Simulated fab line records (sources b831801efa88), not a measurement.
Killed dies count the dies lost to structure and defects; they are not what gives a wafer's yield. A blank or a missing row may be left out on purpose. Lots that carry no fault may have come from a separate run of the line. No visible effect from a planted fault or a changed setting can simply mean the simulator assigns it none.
8D (eight disciplines) problem report, filled in by code + flow sfq line + the parts of the form that need people (team, actions taken, sign-off) are left out

## 1. THE ISSUE
Mean of oes product au at SFQ_TRILAYER_M3_BARC_OPEN_METAL_ETCH_100: 0.657 a.u. across 6 wafers in 2 lots; on wafers with no fault it is 0.685 a.u. (standard deviation 0.0045). That is -6.3 standard deviations from the usual mean.
The step: etches BARC in O2, target depth 125 nm, time 41.7 s.
Seen first at day 44 17:06 on rie metal-04, wafer L642.1. The record holds 42 wafers of 14 lots with a number at this step. Rule for "out" (also "out of limits"): further than 4 standard deviations from the usual mean. All remaining wafers that have a number are taken as sound.

## 2. WHAT IT IS; WHAT IT IS NOT
| question                    | is                         | is not                                                                 |
|-----------------------------|----------------------------|------------------------------------------------------------------------|
| which readings at this step | oes product au             | drypump motor current A, rf fwd power W                                |
| which lots                  | L642, L643                 | L625, L626, L627, L628, L629, L630, L632, L633, L634, L635, L638, L648 |
| which wafers of those lots  | all that have a number     | -                                                                      |
| read on which tools         | rie metal-02, rie metal-04 | rie metal-01                                                           |
| when                        | from day 44 17:06          | up to then (33 sound wafers); but 3 sound wafers of L648 came after    |

## 3. SUSPECTS, AND WHAT RULES EACH OUT
Counting: a tool at a process step up to the reading stays a suspect if it ran every lot that is out and no sound lot after the first of them.
- litho track-04 at SFQ_TRILAYER_M3_LITHO_COAT_080 (resist thk 62 nm): kept. It ran every lot that is out, first L642 (day 44 14:49), and no sound lot after that; its last sound lot up to then is L638 (day 43 02:49).
Remaining after the count: litho track-04 at SFQ_TRILAYER_M3_LITHO_COAT_080.

## 4. THE CAUSE (what the simulator had put in)
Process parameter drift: litho track-04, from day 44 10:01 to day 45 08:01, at SFQ_TRILAYER_M3_LITHO_COAT_080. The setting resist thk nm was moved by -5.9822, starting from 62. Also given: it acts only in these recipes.
Only this tool survived the counting.

## 5. THE EFFECT CHAIN, in route order
Rows list readings where the struck wafers' mean (over those with a number) sits beyond 3 standard deviations from the usual. Only readings whose record carries a usual standard deviation are examined. hours: median over the lots of the time between each lot's start at the first step of this table that gives one and its start at this step. sigmas: the change, counted in usual standard deviations.
| hours | step                                     | reading        | usual      | on struck wafers | change | sigmas |
|-------|------------------------------------------|----------------|------------|------------------|--------|--------|
| 0     | SFQ_TRILAYER_M3_BARC_OPEN_METAL_ETCH_100 | oes product au | 0.685 a.u. | 0.657            | -0.028 | -6.3   |
Here are the process steps it includes:
- SFQ_TRILAYER_M3_BARC_OPEN_METAL_ETCH_100: etches BARC in O2, target depth 125 nm, time 41.7 s.

## 6. WHAT WOULD HAVE CAUGHT IT SOONER
In this record the first reading out of limits was taken at day 44 17:06, 7 hours after the fault began at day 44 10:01.
Each of the lots that are out, 2 in all, had begun SFQ_TRILAYER_M3_LITHO_COAT_080 on litho track-04 no later than day 44 17:06. Holding the tool at that point would not have protected any of them.
